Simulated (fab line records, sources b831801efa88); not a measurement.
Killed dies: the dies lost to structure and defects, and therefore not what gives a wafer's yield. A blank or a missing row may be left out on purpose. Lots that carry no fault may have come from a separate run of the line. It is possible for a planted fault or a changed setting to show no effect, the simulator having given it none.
Split-lot experiment / flow sky130 / route with 708 steps; 5 lots, 23 wafers read

== THE SPLIT ITSELF ==
At SKY_SONOS_ONO_OXIDATION_00 (stabilise 600 s, purge 300 s, target thk 2.6 nm), the setting ox-time-s was moved away from the recipe's 1249 s on 20 of the 23 wafers read, by -8.9% to +12.9%. For the rest of the wafers, this setting stayed at what the recipe calls for.

No step appears in the file between the split and the reading.

== THE READING ==
SONOS_ONO_OXIDATION_THK, in nm, at SKY_SONOS_ONO_THK_MEAS_01. On this fab line, fault-free wafers typically give 2.62 nm with a standard deviation of 0.052 nm.

wafer=L074.1; tool, chamber at the split=-, -; ox-time-s as run, s=1138; against the recipe=-8.9%; SONOS_ONO_OXIDATION_THK, nm=2.44; against lot-mates on the recipe=no lot-mate on the recipe
wafer=L074.2; tool, chamber at the split=-, -; ox-time-s as run, s=1138; against the recipe=-8.9%; SONOS_ONO_OXIDATION_THK, nm=2.49; against lot-mates on the recipe=no lot-mate on the recipe
wafer=L074.3; tool, chamber at the split=-, -; ox-time-s as run, s=1138; against the recipe=-8.9%; SONOS_ONO_OXIDATION_THK, nm=2.49; against lot-mates on the recipe=no lot-mate on the recipe
wafer=L074.5; tool, chamber at the split=-, -; ox-time-s as run, s=1138; against the recipe=-8.9%; SONOS_ONO_OXIDATION_THK, nm=2.46; against lot-mates on the recipe=no lot-mate on the recipe
wafer=L074.6; tool, chamber at the split=-, -; ox-time-s as run, s=1138; against the recipe=-8.9%; SONOS_ONO_OXIDATION_THK, nm=2.47; against lot-mates on the recipe=no lot-mate on the recipe
wafer=L077.1; tool, chamber at the split=-, -; ox-time-s as run, s=1376; against the recipe=+10.2%; SONOS_ONO_OXIDATION_THK, nm=2.69; against lot-mates on the recipe=no lot-mate on the recipe
wafer=L077.2; tool, chamber at the split=-, -; ox-time-s as run, s=1376; against the recipe=+10.2%; SONOS_ONO_OXIDATION_THK, nm=2.88; against lot-mates on the recipe=no lot-mate on the recipe
wafer=L077.3; tool, chamber at the split=-, -; ox-time-s as run, s=1376; against the recipe=+10.2%; SONOS_ONO_OXIDATION_THK, nm=2.80; against lot-mates on the recipe=no lot-mate on the recipe
wafer=L077.4; tool, chamber at the split=-, -; ox-time-s as run, s=1376; against the recipe=+10.2%; SONOS_ONO_OXIDATION_THK, nm=2.80; against lot-mates on the recipe=no lot-mate on the recipe
wafer=L077.5; tool, chamber at the split=-, -; ox-time-s as run, s=1376; against the recipe=+10.2%; SONOS_ONO_OXIDATION_THK, nm=2.85; against lot-mates on the recipe=no lot-mate on the recipe
wafer=L079.2; tool, chamber at the split=-, -; ox-time-s as run, s=1410; against the recipe=+12.9%; SONOS_ONO_OXIDATION_THK, nm=2.88; against lot-mates on the recipe=no lot-mate on the recipe
wafer=L079.3; tool, chamber at the split=-, -; ox-time-s as run, s=1410; against the recipe=+12.9%; SONOS_ONO_OXIDATION_THK, nm=2.89; against lot-mates on the recipe=no lot-mate on the recipe
wafer=L079.4; tool, chamber at the split=-, -; ox-time-s as run, s=1410; against the recipe=+12.9%; SONOS_ONO_OXIDATION_THK, nm=2.93; against lot-mates on the recipe=no lot-mate on the recipe
wafer=L079.5; tool, chamber at the split=-, -; ox-time-s as run, s=1410; against the recipe=+12.9%; SONOS_ONO_OXIDATION_THK, nm=2.94; against lot-mates on the recipe=no lot-mate on the recipe
wafer=L079.6; tool, chamber at the split=-, -; ox-time-s as run, s=1410; against the recipe=+12.9%; SONOS_ONO_OXIDATION_THK, nm=2.87; against lot-mates on the recipe=no lot-mate on the recipe
wafer=L080.1; tool, chamber at the split=-, -; ox-time-s as run, s=1324; against the recipe=+6.0%; SONOS_ONO_OXIDATION_THK, nm=2.68; against lot-mates on the recipe=no lot-mate on the recipe
wafer=L080.2; tool, chamber at the split=-, -; ox-time-s as run, s=1324; against the recipe=+6.0%; SONOS_ONO_OXIDATION_THK, nm=2.73; against lot-mates on the recipe=no lot-mate on the recipe
wafer=L080.3; tool, chamber at the split=-, -; ox-time-s as run, s=1324; against the recipe=+6.0%; SONOS_ONO_OXIDATION_THK, nm=2.71; against lot-mates on the recipe=no lot-mate on the recipe
wafer=L080.4; tool, chamber at the split=-, -; ox-time-s as run, s=1324; against the recipe=+6.0%; SONOS_ONO_OXIDATION_THK, nm=2.76; against lot-mates on the recipe=no lot-mate on the recipe
wafer=L080.5; tool, chamber at the split=-, -; ox-time-s as run, s=1324; against the recipe=+6.0%; SONOS_ONO_OXIDATION_THK, nm=2.84; against lot-mates on the recipe=no lot-mate on the recipe
wafer=L082.4; tool, chamber at the split=furnace-02, 0; ox-time-s as run, s=1249; against the recipe=recipe; SONOS_ONO_OXIDATION_THK, nm=2.56; against lot-mates on the recipe=-
wafer=L082.5; tool, chamber at the split=furnace-02, 0; ox-time-s as run, s=1249; against the recipe=recipe; SONOS_ONO_OXIDATION_THK, nm=2.55; against lot-mates on the recipe=-
wafer=L082.6; tool, chamber at the split=furnace-02, 0; ox-time-s as run, s=1249; against the recipe=recipe; SONOS_ONO_OXIDATION_THK, nm=2.57; against lot-mates on the recipe=-

FIT RESULTS
A straight line over all 23 wafers: SONOS_ONO_OXIDATION_THK changes by +0.0196 nm for each +1% of ox-time-s; r = +0.95; the points scatter about the line by 0.054 nm.
Too few moved wafers with a lot-mate on the recipe to fit a line net of each lot's own level.

== THE WHOLE CHAIN: every reading that the file lists as answering this split, in the file's order ==
step=SKY_SONOS_ONO_OXIDATION_00; what it does=stabilise 600 s, purge 300 s, target thk 2.6 nm; reading=SiO2_of_SONOS_ONO_OXIDATION_00.thk-nm (the simulator's own value, which no gauge read); change (the file's fit)=+0.0189 nm for each +1% of the setting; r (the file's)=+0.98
step=SKY_SONOS_ONO_THK_MEAS_01; what it does=; reading=SONOS_ONO_OXIDATION_THK; change (the file's fit)=+0.0196 for each +1% of the setting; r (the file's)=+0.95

== THE FILE'S OWN FIT ==
SONOS_ONO_OXIDATION_THK changes by +0.0196 nm for each +1% of ox-time-s, r = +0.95.
